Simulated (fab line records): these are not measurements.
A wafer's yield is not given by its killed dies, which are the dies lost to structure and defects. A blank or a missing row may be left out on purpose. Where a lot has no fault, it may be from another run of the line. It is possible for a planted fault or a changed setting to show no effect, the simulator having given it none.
The tool behind it: which one? | flow sky130 | 24 lots, 72 wafers sampled, at 6 steps of a route of 708

== WHAT THE GAUGES SHOWED, per wafer ==
SKY_CAP2M_THK_MEAS_04: measures by xrf.
lot  | measured     | on            | CAP2M_TIN_THK (nm)
L074 | day 39 12:21 | film_metro-01 | 205 204 207
L075 | day 40 05:01 | film_metro-04 | 200 200 201
L076 | day 40 06:25 | film_metro-01 | 201 198 202
L077 | day 40 21:21 | film_metro-04 | 201 202 201
L078 | day 40 22:12 | film_metro-01 | 203 205 206
L079 | day 41 12:23 | film_metro-04 | 199 200 200
L080 | day 41 14:01 | film_metro-02 | 206 207 207
L081 | day 41 20:16 | film_metro-04 | 197 200 197
L083 | day 42 15:20 | film_metro-04 | 199 200 199
L082 | day 42 16:52 | film_metro-02 | 196 196 195
L084 | day 43 01:41 | film_metro-01 | 211 204 208
L085 | day 43 02:22 | film_metro-02 | 202 201 203
L086 | day 43 07:35 | film_metro-04 | 200 202 206
L087 | day 43 12:50 | film_metro-04 | 199 201 202
L088 | day 43 20:11 | film_metro-01 | 201 202 205
L089 | day 44 04:38 | film_metro-01 | 198 197 196
L090 | day 44 11:10 | film_metro-01 | 207 204 207
L092 | day 44 14:49 | film_metro-02 | 196 195 197
L091 | day 44 18:09 | film_metro-01 | 202 203 205
L093 | day 45 02:19 | film_metro-01 | 205 209 207
L094 | day 45 06:56 | film_metro-04 | 195 198 197
L095 | day 45 11:10 | film_metro-04 | 199 198 201
L096 | day 45 21:22 | film_metro-04 | 198 201 198
L097 | day 46 03:53 | film_metro-02 | 203 204 203

SKY_VIA4_BOW_MEAS_03.
lot  | measured     | on            | VIA4_BOW (um)
L074 | day 41 15:58 | film_metro-03 | 92 98 89
L075 | day 42 05:59 | film_metro-03 | 79 85 82
L076 | day 42 07:44 | film_metro-03 | 79 74 64
L077 | day 42 22:25 | film_metro-03 | 79 89 87
L078 | day 42 23:59 | film_metro-04 | 79 72 86
L079 | day 43 12:47 | film_metro-03 | 83 89 100
L080 | day 43 14:15 | film_metro-04 | 73 87 76
L081 | day 43 20:44 | film_metro-04 | 66 79 86
L083 | day 44 15:38 | film_metro-03 | 91 95 98
L082 | day 44 16:31 | film_metro-03 | 80 84 96
L084 | day 45 00:11 | film_metro-04 | 81 72 81
L085 | day 45 00:16 | film_metro-01 | 79 95 83
L086 | day 45 05:35 | film_metro-04 | 93 82 80
L087 | day 45 10:29 | film_metro-01 | 84 87 78
L088 | day 45 17:28 | film_metro-04 | 89 79 87
L089 | day 46 01:28 | film_metro-01 | 75 84 79
L090 | day 46 07:35 | film_metro-01 | 91 79 76
L092 | day 46 11:11 | film_metro-03 | 78 80 85
L091 | day 46 14:44 | film_metro-01 | 89 71 73
L093 | day 46 22:14 | film_metro-03 | 68 66 69
L094 | day 47 02:49 | film_metro-03 | 95 90 78
L095 | day 47 06:26 | film_metro-03 | 84 81 86
L096 | day 47 16:18 | film_metro-01 | 97 88 84
L097 | day 47 22:07 | film_metro-04 | 73 83 68

SKY_METAL5_RS_MEAS_05: measurement is done with a four-point probe.
lot  | measured     | on            | METAL5_ALCU_RS (ohm/sq)
L074 | day 42 16:57 | film_metro-04 | 0.02793 0.027 0.02758
L075 | day 43 06:45 | film_metro-04 | 0.02712 0.02734 0.02714
L076 | day 43 07:59 | film_metro-04 | 0.02691 0.02741 0.02753
L077 | day 43 22:46 | film_metro-02 | 0.02717 0.0271 0.02776
L078 | day 43 23:20 | film_metro-04 | 0.02739 0.02758 0.02735
L079 | day 44 13:06 | film_metro-02 | 0.02702 0.02768 0.02713
L080 | day 44 14:06 | film_metro-04 | 0.02733 0.02699 0.02684
L081 | day 44 20:29 | film_metro-04 | 0.02725 0.02706 0.02694
L083 | day 45 14:25 | film_metro-02 | 0.0271 0.02697 0.02752
L082 | day 45 15:13 | film_metro-04 | 0.02772 0.02762 0.02758
L084 | day 45 22:50 | film_metro-03 | 0.02725 0.02713 0.02715
L085 | day 45 23:08 | film_metro-04 | 0.02742 0.02675 0.02754
L086 | day 46 03:43 | film_metro-04 | 0.02717 0.02762 0.02723
L087 | day 46 08:55 | film_metro-03 | 0.0273 0.02697 0.02697
L088 | day 46 16:24 | film_metro-02 | 0.02697 0.02735 0.02719
L089 | day 46 23:51 | film_metro-02 | 0.02677 0.02699 0.02682
L090 | day 47 05:22 | film_metro-02 | 0.02655 0.02715 0.02697
L092 | day 47 08:53 | film_metro-02 | 0.02719 0.02717 0.02716
L091 | day 47 12:21 | film_metro-04 | 0.02738 0.0275 0.02726
L093 | day 47 19:05 | film_metro-02 | 0.02673 0.02705 0.02671
L094 | day 47 23:53 | film_metro-02 | 0.02738 0.02695 0.02722
L095 | day 48 02:57 | film_metro-03 | 0.02698 0.02747 0.02693
L096 | day 48 13:47 | film_metro-04 | 0.02731 0.02779 0.02744
L097 | day 48 18:23 | film_metro-02 | 0.02674 0.02668 0.0271

== TOOL THAT RAN EACH LOT (tool first, then ch and the chambers of the sampled wafers, then the start) ==
lot  | SKY_CAP2M_STRIP_14                   | SKY_VIA4_ETCH_12                   | SKY_METAL5_SPUTTER_04
L074 | plasma_asher-01 ch 0,1, day 40 13:42 | rie_diel-01 ch 1,2, day 42 15:18   | pvd_sputter-01, day 42 16:52
L075 | plasma_asher-02 ch 0,1, day 41 04:54 | rie_diel-03 ch 2,3, day 43 05:01   | pvd_sputter-02, day 43 06:38
L076 | plasma_asher-02 ch 0, day 41 06:11   | rie_diel-01 ch 0,1,3, day 43 06:28 | pvd_sputter-02, day 43 07:56
L077 | plasma_asher-01 ch 0,1, day 41 20:45 | rie_diel-01 ch 0,3, day 43 21:12   | pvd_sputter-01, day 43 22:41
L078 | plasma_asher-01 ch 0,1, day 41 21:55 | rie_diel-01 ch 0,2,3, day 43 21:48 | pvd_sputter-02, day 43 23:17
L079 | plasma_asher-02 ch 0,1, day 42 11:31 | rie_diel-01 ch 1,2, day 44 11:31   | pvd_sputter-04, day 44 13:03
L080 | plasma_asher-04 ch 0,1, day 42 13:31 | rie_diel-03 ch 2,3, day 44 12:31   | pvd_sputter-04, day 44 14:02
L081 | plasma_asher-01 ch 0,1, day 42 19:55 | rie_diel-01 ch 0,1,3, day 44 18:55 | pvd_sputter-04, day 44 20:26
L083 | plasma_asher-02 ch 0,1, day 43 14:35 | rie_diel-01 ch 0,1,2, day 45 12:48 | pvd_sputter-01, day 45 14:21
L082 | plasma_asher-04 ch 0,1, day 43 15:41 | rie_diel-03 ch 1,2,3, day 45 13:31 | pvd_sputter-02, day 45 15:10
L084 | plasma_asher-04 ch 0,1, day 43 23:59 | rie_diel-01 ch 0,1, day 45 21:19   | pvd_sputter-02, day 45 22:47
L085 | plasma_asher-01 ch 0,1, day 44 00:22 | rie_diel-02 ch 2,3, day 45 21:21   | pvd_sputter-04, day 45 23:05
L086 | plasma_asher-02 ch 0,1, day 44 05:38 | rie_diel-03 ch 0,2,3, day 46 02:09 | pvd_sputter-02, day 46 03:40
L087 | plasma_asher-04 ch 0,1, day 44 11:17 | rie_diel-02 ch 1,2,3, day 46 07:21 | pvd_sputter-04, day 46 08:50
L088 | plasma_asher-01 ch 0,1, day 44 18:14 | rie_diel-03 ch 0,1,3, day 46 14:21 | pvd_sputter-02, day 46 16:21
L089 | plasma_asher-04 ch 0,1, day 45 02:40 | rie_diel-01 ch 1,3, day 46 22:18   | pvd_sputter-02, day 46 23:47
L090 | plasma_asher-04 ch 0,1, day 45 08:08 | rie_diel-03 ch 0,1,2, day 47 03:48 | pvd_sputter-04, day 47 05:19
L092 | plasma_asher-01 ch 0,1, day 45 11:55 | rie_diel-01 ch 1,2,3, day 47 07:21 | pvd_sputter-01, day 47 08:50
L091 | plasma_asher-04 ch 0,1, day 45 15:13 | rie_diel-03 ch 0,2,3, day 47 10:42 | pvd_sputter-02, day 47 12:18
L093 | plasma_asher-01 ch 0,1, day 45 23:14 | rie_diel-02 ch 0,1, day 47 17:24   | pvd_sputter-02, day 47 19:02
L094 | plasma_asher-01 ch 0,1, day 46 03:49 | rie_diel-02 ch 0,1,3, day 47 22:12 | pvd_sputter-01, day 47 23:50
L095 | plasma_asher-01 ch 0,1, day 46 07:46 | rie_diel-02 ch 0,2,3, day 48 01:24 | pvd_sputter-02, day 48 02:53
L096 | plasma_asher-04 ch 0, day 46 17:46   | rie_diel-01 ch 0,1, day 48 11:57   | pvd_sputter-01, day 48 13:43
L097 | plasma_asher-01 ch 0,1, day 47 00:05 | rie_diel-03 ch 0,1,3, day 48 16:51 | pvd_sputter-04, day 48 18:20
- SKY_CAP2M_STRIP_14: strips in O2/N2.
- SKY_VIA4_ETCH_12: etches SiO2 in C4F8/O2/Ar, stops on TiN, target depth 580 nm.
- SKY_METAL5_SPUTTER_04: material TiN, target thk 70 nm, time 58.3 s.

== WHAT THE TOOLS THEMSELVES READ (means of the sampled wafers that have a number; where no wafer has one, the mark that the record gives instead) ==
SKY_CAP2M_STRIP_14.
lot  | tool            | drypump_motor_current_A (A) | oes_product_au (a.u.) | strip_time_to_endpoint_s (s)
L074 | plasma_asher-01 | 5.1                         | 0.713                 | 12.78
L075 | plasma_asher-02 | 5.9                         | 0.712                 | 12.74
L076 | plasma_asher-02 | 5.5                         | 0.703                 | 12.73
L077 | plasma_asher-01 | 5.3                         | 0.711                 | 12.73
L078 | plasma_asher-01 | 5.3                         | 0.704                 | 12.61
L079 | plasma_asher-02 | 5.9                         | 0.710                 | 12.57
L080 | plasma_asher-04 | 6.5                         | 0.708                 | 12.76
L081 | plasma_asher-01 | 5.1                         | 0.711                 | 12.76
L083 | plasma_asher-02 | 6.3                         | 0.712                 | 12.61
L082 | plasma_asher-04 | 6.3                         | 0.705                 | 12.53
L084 | plasma_asher-04 | 6.3                         | 0.713                 | 12.64
L085 | plasma_asher-01 | 5.1                         | 0.709                 | 12.61
L086 | plasma_asher-02 | 5.9                         | 0.711                 | 12.65
L087 | plasma_asher-04 | 6.3                         | 0.712                 | 12.59
L088 | plasma_asher-01 | 5.1                         | 0.706                 | 12.76
L089 | plasma_asher-04 | 6.5                         | 0.706                 | 12.63
L090 | plasma_asher-04 | 6.5                         | 0.709                 | 12.66
L092 | plasma_asher-01 | 5.1                         | 0.712                 | 12.63
L091 | plasma_asher-04 | 6.5                         | 0.706                 | 12.65
L093 | plasma_asher-01 | 5.3                         | 0.704                 | 12.67
L094 | plasma_asher-01 | 5.3                         | 0.713                 | 12.60
L095 | plasma_asher-01 | 5.1                         | 0.711                 | 12.70
L096 | plasma_asher-04 | 6.7                         | 0.716                 | 12.60
L097 | plasma_asher-01 | 5.1                         | 0.710                 | 12.63

SKY_VIA4_ETCH_12.
lot  | tool        | bias_w (W) | oes_product_au (a.u.)
L074 | rie_diel-01 | 1204       | 0.925
L075 | rie_diel-03 | 1200       | 0.923
L076 | rie_diel-01 | 1201       | 0.928
L077 | rie_diel-01 | 1196       | 0.929
L078 | rie_diel-01 | 1197       | 0.928
L079 | rie_diel-01 | 1201       | 0.927
L080 | rie_diel-03 | 1199       | 0.923
L081 | rie_diel-01 | 1199       | 0.927
L083 | rie_diel-01 | 1199       | 0.925
L082 | rie_diel-03 | 1200       | 0.926
L084 | rie_diel-01 | 1198       | 0.928
L085 | rie_diel-02 | 1201       | 0.925
L086 | rie_diel-03 | 1201       | 0.931
L087 | rie_diel-02 | 1198       | 0.926
L088 | rie_diel-03 | 1202       | 0.927
L089 | rie_diel-01 | 1204       | 0.921
L090 | rie_diel-03 | 1199       | 0.924
L092 | rie_diel-01 | 1199       | 0.933
L091 | rie_diel-03 | 1202       | 0.924
L093 | rie_diel-02 | 1197       | 0.922
L094 | rie_diel-02 | 1200       | 0.934
L095 | rie_diel-02 | 1197       | 0.930
L096 | rie_diel-01 | 1203       | 0.927
L097 | rie_diel-03 | 1201       | 0.920

SKY_METAL5_SPUTTER_04.
lot  | tool           | cathode_dc_power_W (W) | throttle_valve_pct (%)
L074 | pvd_sputter-01 | 6499.5                 | 30.7
L075 | pvd_sputter-02 | 6501.2                 | 30.0
L076 | pvd_sputter-02 | 6500.8                 | 30.5
L077 | pvd_sputter-01 | 6499.6                 | 29.7
L078 | pvd_sputter-02 | 6500.6                 | 30.4
L079 | pvd_sputter-04 | 6500.2                 | 29.1
L080 | pvd_sputter-04 | 6500.4                 | 29.5
L081 | pvd_sputter-04 | 6500.8                 | 29.5
L083 | pvd_sputter-01 | 6500.1                 | 29.5
L082 | pvd_sputter-02 | 6500.2                 | 31.3
L084 | pvd_sputter-02 | 6500.4                 | 31.0
L085 | pvd_sputter-04 | 6500.2                 | 28.9
L086 | pvd_sputter-02 | 6501.2                 | 30.6
L087 | pvd_sputter-04 | 6499.7                 | 29.8
L088 | pvd_sputter-02 | 6498.8                 | 30.1
L089 | pvd_sputter-02 | 6501.2                 | 30.5
L090 | pvd_sputter-04 | 6500.1                 | 30.2
L092 | pvd_sputter-01 | 6499.8                 | 29.2
L091 | pvd_sputter-02 | 6500.1                 | 31.1
L093 | pvd_sputter-02 | 6499.8                 | 29.9
L094 | pvd_sputter-01 | 6499.8                 | 30.0
L095 | pvd_sputter-02 | 6500.0                 | 31.0
L096 | pvd_sputter-01 | 6498.9                 | 31.2
L097 | pvd_sputter-04 | 6500.9                 | 30.0

== THE ANSWER, worked out from the rows above alone ==
Rule: usual is defined by the lots themselves. The widest of any qualifying gaps counts: lots, ordered by their means at a reading, are off when they make up no more than a third of the lots, leave a main group of 4 or more, and stand apart from it by 3 or more times the standard deviation of that group's means. If all means in a main group match to the digits the tables above print for the reading, that group is not used. A lot without any number at a reading at which 4 lots or more have one is off too. All remaining lots with rows at the step are treated as sound. Order of review: gauges by route order, followed by the tools' own readings, for which a lot's mean as printed above is used. At the first step where some lot is off, the reading lying furthest off is the one used; lots without a number count as furthest.
No lot is off at any reading shown: from this, nothing can be told.

== WHAT THE SIMULATOR HAD PUT IN ==
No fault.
